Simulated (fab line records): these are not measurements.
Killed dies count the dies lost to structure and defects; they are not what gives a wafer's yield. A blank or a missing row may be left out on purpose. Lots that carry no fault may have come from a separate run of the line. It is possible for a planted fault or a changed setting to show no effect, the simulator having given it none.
Problem report, 8D (eight disciplines) form, completed by code :: flow sky130 :: the parts of the form that need people (team, actions taken, sign-off) are left out

== 1. THE ISSUE ==
end_station_pressure_torr at SKY_LDD_N_IMPLANT_08 reads a mean of 8.0e-05 Torr on 9 wafers of 3 lots; wafers without a fault read 5.4e-06 Torr with a standard deviation of 2.8e-07. So: +99 or more standard deviations from the usual mean.
Earliest sighting: wafer L761.2 on implanter-03 at day 23 05:34. Wafers with a number at this step in the record: 21, from 7 lots. By rule, "out" or "out of limits" means more than 4 standard deviations away from the usual mean. All remaining wafers that have a number are taken as sound.

== 2. WHAT IT IS AND WHAT IT IS NOT ==
question: which readings at this step
is: end_station_pressure_torr, beam_on_s, faraday_current_uA
is not: -

question: which lots
is: L761, L762, L763
is not: L747, L749, L766, L769

question: which wafers of those lots
is: all that have a number
is not: -

question: read on which tools
is: implanter-03
is not: implanter-04

question: when
is: from day 23 05:34
is not: up to then (6 sound wafers); but 6 sound wafers of L766, L769 came after

== 3. SUSPECTS, AND WHAT RULES EACH OUT ==
Counting: a tool at a process step up to the reading stays a suspect if it ran every lot that is out and no sound lot after the first of them.
- implanter-03 at SKY_LDD_N_IMPLANT_08: kept. It processed each lot that is out, first L761 at day 23 05:34, and no sound lot thereafter; up to then, the last sound lot it processed was L749 at day 18 15:20. On those wafers its own readings are out: beam_on_s, end_station_pressure_torr, faraday_current_uA.
Remaining after the count: implanter-03 at SKY_LDD_N_IMPLANT_08.

== 4. THE CAUSE (what the simulator had put in) ==
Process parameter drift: implanter-03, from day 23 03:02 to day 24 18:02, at SKY_LDD_N_IMPLANT_08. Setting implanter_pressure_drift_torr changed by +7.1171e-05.
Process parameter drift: implanter-03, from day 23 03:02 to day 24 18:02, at SKY_LDD_N_IMPLANT_08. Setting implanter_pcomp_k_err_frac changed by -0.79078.
Only this tool survived the counting.

== 5. THE CHAIN OF EFFECTS, in route order ==
Each row: a reading whose mean over the struck wafers that have a number lies more than 3 standard deviations from the usual. Readings are gone through only where the record gives a usual standard deviation; hours: the median, over the lots, of the time from a lot's start at the first step in this table giving one to that lot's start at this step; sigmas: the change measured in usual standard deviations.
hours: 0
step: SKY_LDD_N_IMPLANT_08
reading: beam_on_s
usual: 9.96 s
on struck wafers: 11.24
change: +1.28
sigmas: +6.1

hours: 0
step: SKY_LDD_N_IMPLANT_08
reading: end_station_pressure_torr
usual: 5.4e-06 Torr
on struck wafers: 8.0e-05
change: +7.5e-05
sigmas: +99 or more

hours: 0
step: SKY_LDD_N_IMPLANT_08
reading: faraday_current_uA
usual: 424
on struck wafers: 368
change: -56
sigmas: -6.4
The process steps in it:
- SKY_LDD_N_IMPLANT_08

== 6. HOW IT WOULD HAVE BEEN CAUGHT EARLIER ==
First out-of-limits reading in this record: day 23 05:34, which is 3 hours after fault onset at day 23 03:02.
